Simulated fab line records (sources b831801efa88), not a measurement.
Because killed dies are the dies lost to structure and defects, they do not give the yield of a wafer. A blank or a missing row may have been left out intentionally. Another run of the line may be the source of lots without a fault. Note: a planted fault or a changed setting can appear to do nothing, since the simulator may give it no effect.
Chamber matching | flow sky130 | SKY_VIA4_CMP_02 on cmp-02 has 4 sister chambers
The step polishes SiO2. 4 wafers are shown with their chamber, then 7 later ones without.

== WAFERS, EACH WITH ITS CHAMBER ==
wafer  | chamber | motor_current_A (A)
L584.2 | 0       | 12.1
L585.6 | 2       | 8.9
L592.2 | 3       | 10.9
L592.4 | 1       | 12.6

== WAFERS WITH NO CHAMBER GIVEN ==
wafer  | motor_current_A (A)
L592.5 | 9.8
L593.2 | 10.7
L593.5 | 12.6
L593.6 | 9.3
L595.2 | 12.4
L595.4 | 10.7
L595.5 | 10.4

== CHAMBER TAKEN BY EACH ==
wafer  | from the rows above     | in truth
L592.5 | can't be placed: 2 or 3 | 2
L593.2 | 3                       | 3
L593.5 | can't be placed: 1 or 0 | 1
L593.6 | 2                       | 2
L595.2 | can't be placed: 1 or 0 | 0
L595.4 | 3                       | 3
L595.5 | 3                       | 3
4 of 7 placed correctly. Can't be placed from these rows: 3 (the true chamber is among the candidates in 3). Wrongly placed: 0.
How it was worked out, from the rows above alone: a wafer's distance from a chamber is the root of the sum, over the readings, of the square of ((its reading less the chamber's mean) divided by the reading's scatter). The wafer belongs to the nearest chamber; if the next one is less than 2 further off, it can't be placed. A chamber's mean is the mean of its shown wafers. The scatter: root of mean squared gap, hidden wafer to nearest shown wafer, with one shown wafer a chamber.
